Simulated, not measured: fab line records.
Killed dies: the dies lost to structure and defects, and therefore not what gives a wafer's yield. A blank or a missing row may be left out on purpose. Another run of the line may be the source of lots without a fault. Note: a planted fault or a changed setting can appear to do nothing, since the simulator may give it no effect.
A struck lot beside a sound one :: flow sky130 :: 27 steps out of a route of 708
Sound: wafers L346.1, L346.5, L346.6. Struck: wafer L351.6. (L351.3 of the same lot was not struck and is left out.) The cause comes at the end.
Each step with rows lists, per side, the tool, then ch with its chambers, then its first start. Under that, the readings that differ: sound wafers :: struck wafers :: difference of the means :: sigmas: that difference in standard deviations of wafers without a fault.
alike: words and numbers the same on both sides, and readings whose means are apart by under 2 such deviations; not compared: readings that were withheld, readings missing a value for some wafer, numbers with overlapping values and no deviation given by the record, and bounds like >300 which may hide the same value.
A row with sigmas, a row that says differs or no value, or rows on one side alone: a step with any of these is where the two part. Non-overlapping numbers with no deviation appear without sigmas and do not part them. A reading missing from all wafers of one side parts the sides only when that side holds two or more wafers.

first, 2 steps without rows for these wafers: SKY_LDD_LDN_PEB_05; SKY_LDD_LDN_DEVELOP_06 (develop time 60 s).
SKY_LDD_LDN_OVL_MEAS_07:
  struck on overlay-02, day 28 19:13; sound on overlay-01, day 27 12:45
  alike: LDD_LDN_OVL
then, 4 steps without rows for these wafers: SKY_LDD_LDN_IMPLANT_08; SKY_LDD_LDN_IMPLANT_09; SKY_LDD_LDN_IMPLANT_10; SKY_LDD_LDN_IMPLANT_11.
SKY_LDD_LDN_STRIP_12: strips in O2/N2.
  sound on plasma asher-04 ch 0,1, day 27 13:23; struck on plasma asher-02 ch 1, day 28 19:52
  alike: drypump motor current A, n2 flow sccm, oes product au, strip time to endpoint s
  not compared: rf hours counter h
SKY_LDD_LDN_TW_MEAS_13:
  struck on film metro-02, day 28 19:58; sound on film metro-01, day 27 13:29
  alike: LDD_LDN_TW
then, 2 steps without rows for these wafers: SKY_LDD_LDN_CLEAN_14 (cleans in SC1/SC2, time 150 s); SKY_SPACER_CVD_00 (deposits Si3N4 from DCS/NH3, target thk 43.1 nm, time 740 s).
SKY_SPACER_THK_MEAS_01:
  struck on film metro-03, day 28 21:56; sound on film metro-01, day 27 17:04
  alike: SPACER_CVD_00_THK
SKY_SPACER_ETCHBACK_02: etches Si3N4 in CH3F/O2, stops on SiO2, time 46.7 s, target depth 45 nm.
  sound on rie diel-01 ch 1,2,3, day 27 17:08; struck on rie diel-02 ch 2, day 28 21:58
reading: model.SiO2_of_SONOS_ONO_CVD_04.thk nm (nm)
sound: 4.133 4.272 4.142
struck: 2.415
difference: -1.767
sigmas: 
  alike: ch3f flow sccm, drypump motor current A, oes product au, throttle valve pct
  not compared: rf hours counter h
then, 8 steps without rows for these wafers: SKY_POLY_CUT_DEHYDRATE_00 (time 60 s); SKY_POLY_CUT_HMDS_01 (prime time 60 s); SKY_POLY_CUT_COAT_02 (resist thk 60 nm); SKY_POLY_CUT_COAT_03 (resist thk 450 nm); SKY_POLY_CUT_SOFTBAKE_04 (time 90 s); SKY_POLY_CUT_EXPOSE_05 (exposes mask NPCM, target cd 270 nm); SKY_POLY_CUT_PEB_06; SKY_POLY_CUT_DEVELOP_07 (develop time 60 s).
SKY_POLY_CUT_CD_MEAS_08 targets a cd of 270 nm.
  struck on cd sem-01, day 30 01:32; sound on cd sem-01, day 28 21:26
  alike: cd nm
SKY_POLY_CUT_OVL_MEAS_09:
  struck on overlay-01, day 30 01:38; sound on overlay-01, day 28 21:34
  alike: POLY_CUT_OVL
SKY_POLY_CUT_ETCH_10: etches BARC in N2/H2, stops on SiO2, time 45.9 s, target depth 60 nm.
  sound on rie diel-03 ch 2,3, day 28 21:35; struck on rie diel-01 ch 1, day 30 01:40
reading: drypump motor current A (A)
sound: 6.25 6.24 6.25
struck: 5.37
difference: -0.88
sigmas: -3
  alike: h2 flow sccm, n2 flow sccm, oes product au, throttle valve pct
  not compared: rf hours counter h
SKY_POLY_CUT_ETCH_11: etches Si3N4 in CF4/CH2F2/Ar, stops on poly-Si, time 42.5 s, target depth 60 nm.
  sound on rie diel-03 ch 2,3, day 28 21:38; struck on rie diel-01 ch 1, day 30 01:42
reading: drypump motor current A (A)
sound: 6.24 6.21 6.24
struck: 5.38
difference: -0.85
sigmas: -3

reading: oes product au (a.u.)
sound: 0.833 0.834 0.834
struck: 0.795
difference: -0.039
sigmas: -6

reading: throttle valve pct (%)
sound: 14.999 15.010 15.018
struck: 14.983
difference: -0.026
sigmas: -3

reading: model.etch.depth nm (nm)
sound: 62.32 62.4 62.57
struck: 56.52
difference: -5.91
sigmas: 

reading: model.POLY_CUT.feature depth nm (nm)
sound: 62.32 62.4 62.57
struck: 56.52
difference: -5.91
sigmas: 
  not compared: rf hours counter h
SKY_POLY_CUT_STRIP_12: strips in O2/N2.
  sound on plasma asher-03 ch 0,1, day 28 21:41; struck on plasma asher-03 ch 0, day 30 01:46
reading: strip time to endpoint s (s)
sound: 5.357 5.361 5.379
struck: 5.326
difference: -0.040
sigmas: -2
  alike: drypump motor current A, n2 flow sccm, oes product au
  not compared: rf hours counter h
-- the record jumps here: 20 days lie between the struck wafers' starts before and after (it left off in module POLY_CUT and takes up again in module PAD_OPEN, whose first step shown is number 708 of the route) --
SKY_PAD_OPEN_PROBE_99:
  struck on prober-02, day 49 16:22; sound on prober-01, day 49 00:09
reading: model.etest.pfet_01v8.r on ohm um
sound: 2851 2900 2785
struck: 2645
difference: -200
sigmas: 

reading: model.etest.res pdiff.line ohm um
sound: 1363 1375 1355
struck: 1292
difference: -72
sigmas: 

reading: model.etest.res ndiff.line ohm um
sound: 762.2 778.9 760.8
struck: 742.1
difference: -25.2
sigmas: 

reading: model.etest.nfet g5v0d10v5.r on ohm um
sound: 1865 1879 1843
struck: 1830
difference: -32
sigmas: 

reading: model.etest.pfet_01v8.drive ua um
sound: 195.3 193.2 203.1
struck: 215.8
difference: +18.6
sigmas: 

reading: model.etest.res pdiff.rs ohm sq
sound: 194.5 195.8 194.4
struck: 178.1
difference: -16.8
sigmas: 

reading: model.etest.pfet_01v8_hvt.drive ua um
sound: 145.8 142.4 151.6
struck: 159.8
difference: +13.2
sigmas: 
  not compared: model.etest.sonos uncharged.r on ohm um

== WHERE THEY PART ==
Last at SKY_POLY_CUT_STRIP_12 as far as this record goes, first at SKY_POLY_CUT_ETCH_10.

WHY: whatever the simulator had introduced
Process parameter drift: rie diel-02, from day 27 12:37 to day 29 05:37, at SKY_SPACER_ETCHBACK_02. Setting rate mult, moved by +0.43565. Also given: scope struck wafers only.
